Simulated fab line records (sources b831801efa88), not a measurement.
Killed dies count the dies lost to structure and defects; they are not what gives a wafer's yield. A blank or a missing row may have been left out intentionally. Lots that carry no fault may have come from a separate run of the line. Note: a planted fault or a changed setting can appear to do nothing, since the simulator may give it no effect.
Matching of chambers -- flow sky130 -- SKY_VIA2_CMP_02 on cmp-02: 4 sister chambers
The step polishes SiO2. 8 wafers are shown with their chamber, then 9 later ones without.

WAFERS WITH THEIR CHAMBER
wafer,chamber,motor-current-A (A)
L078.1,1,11.9
L087.2,0,12.7
L091.1,1,11.7
L091.2,2,12.3
L091.4,3,12.8
L092.3,2,12.4
L092.5,3,13.3
L092.6,0,12.7

WAFERS WHOSE CHAMBER IS MISSING
wafer,motor-current-A (A)
L094.3,12.5
L094.4,11.0
L094.6,12.0
L095.1,12.2
L095.4,12.9
L095.6,11.9
L096.1,11.7
L096.2,13.0
L096.5,12.0

WHICH CHAMBER EACH ONE RAN IN
wafer,from the rows above,in truth
L094.3,can't be placed: 2 or 0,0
L094.4,1,1
L094.6,can't be placed: 1 or 2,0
L095.1,can't be placed: 2 or 1 or 0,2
L095.4,can't be placed: 3 or 0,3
L095.6,can't be placed: 1 or 2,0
L096.1,1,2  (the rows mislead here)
L096.2,can't be placed: 3 or 0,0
L096.5,can't be placed: 1 or 2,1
Placed correctly: 1 of 9. Not placeable from these rows: 7 (in 5, the candidates include the true chamber). Number placed wrongly: 1.
How it was worked out, from the rows above alone: a wafer's distance from a chamber is the root of the sum, over the readings, of the square of ((its reading less the chamber's mean) divided by the reading's scatter). If the next closest chamber is less than 2 further off than the closest, the wafer can't be placed; otherwise it belongs to the closest. For every chamber, the mean is computed from those of its wafers that are shown. The scatter is the square root of a quotient: the sum, over the shown wafers, of each reading's squared deviation from its chamber's mean, divided by wafers minus chambers.
